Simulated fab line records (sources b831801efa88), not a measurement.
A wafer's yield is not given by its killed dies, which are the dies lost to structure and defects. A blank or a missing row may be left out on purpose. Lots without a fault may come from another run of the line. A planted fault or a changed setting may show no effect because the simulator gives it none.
One fault seen from 2 desks | flow sky130 | every desk sees just its own numbers, and what lay behind them comes last

FROM THE METROLOGY DESK
What the gauges read for every lot (on any tool): the sampled wafers with a number, averaged. If a lot's mean is further than 4 standard deviations from the usual mean, the lot is out of limits and carries the mark OUT (the distance appears in the brackets).
Columns: A = FIELD_ISO_OXIDATION_00_THK at SKY_FIELD_ISO_THK_MEAS_02, usual 11.84 nm; B = NWELL_OXIDATION_THK at SKY_NWELL_THK_MEAS_02, usual 9.98 nm
lot  | first seen here | A     | B
L810 | day 1 12:00     | 11.32 | 10.03
L811 | day 1 17:04     | 11.77 | 9.78
L812 | day 1 23:32     | 11.52 | 9.71
L818 | day 3 04:07     | 11.93 | 9.88
L820 | day 3 19:58     | 11.86 | 9.75
L822 | day 4 01:28     | 11.90 | 10.37
L823 | day 4 05:45     | 11.87 | 9.98
L824 | day 4 12:04     | 12.07 | 10.35
L825 | day 4 19:22     | 12.00 | 9.71
L828 | day 5 14:16     | 12.06 | 10.17
L830 | day 5 19:07     | 11.60 | 9.68
L832 | day 6 01:38     | 12.14 | 10.18
This desk's verdict: no lot among the 12 shows anything out of limits.

DESK OF THE TOOL OWNER: cmp-01
The tool's own readings at SKY_FIELD_ISO_CMP_27 (polishes, stops on Si3N4, t overpolish 16 s, target thk 457.8 nm): means of the sampled wafers that have a number, for each lot that ran on this tool. If a lot's mean is further than 4 standard deviations from the usual mean, the lot is out of limits and carries the mark OUT (the distance appears in the brackets).
Columns: A = motor-current-A at SKY_FIELD_ISO_CMP_27, usual 11.5 A; B = overpolish-run-s at SKY_FIELD_ISO_CMP_27, usual 15.998 s; C = platen-rpm at SKY_FIELD_ISO_CMP_27, usual 60.00 rpm; D = time-to-endpoint-s at SKY_FIELD_ISO_CMP_27, usual 111 s
lot  | first seen here | A    | B      | C     | D
L810 | day 2 10:16     | 12.4 | 15.996 | 60.04 | 111
L812 | day 2 21:09     | 12.4 | 15.997 | 60.01 | 115
L820 | day 5 02:20     | 12.4 | 15.997 | 60.00 | 62 (-12) OUT
L822 | day 5 11:55     | 12.2 | 16.005 | 60.04 | 61 (-12) OUT
This desk's finding: out of limits on L820, L822; first on L820, day 5 02:20 (time-to-endpoint-s at SKY_FIELD_ISO_CMP_27). In limits: L810, L812.

BROUGHT TOGETHER
The tool owner's desk had the chance to raise an alarm at day 5 02:20 on L820, L822.
Metrology desk: nothing out of limits seen.
The metrology desk has L820, L822 on record, within its limits.
The lots listed all ran SKY_FIELD_ISO_CMP_27 on cmp-01.

WHAT WAS PUT IN BY THE SIMULATOR
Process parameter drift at SKY_FIELD_ISO_CMP_27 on cmp-01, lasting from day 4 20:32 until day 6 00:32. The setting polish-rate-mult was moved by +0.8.
Shown lots that were struck: L820, L822.
Each desk's first reading out of limits, in hours after the fault started: the tool owner's desk, 6.
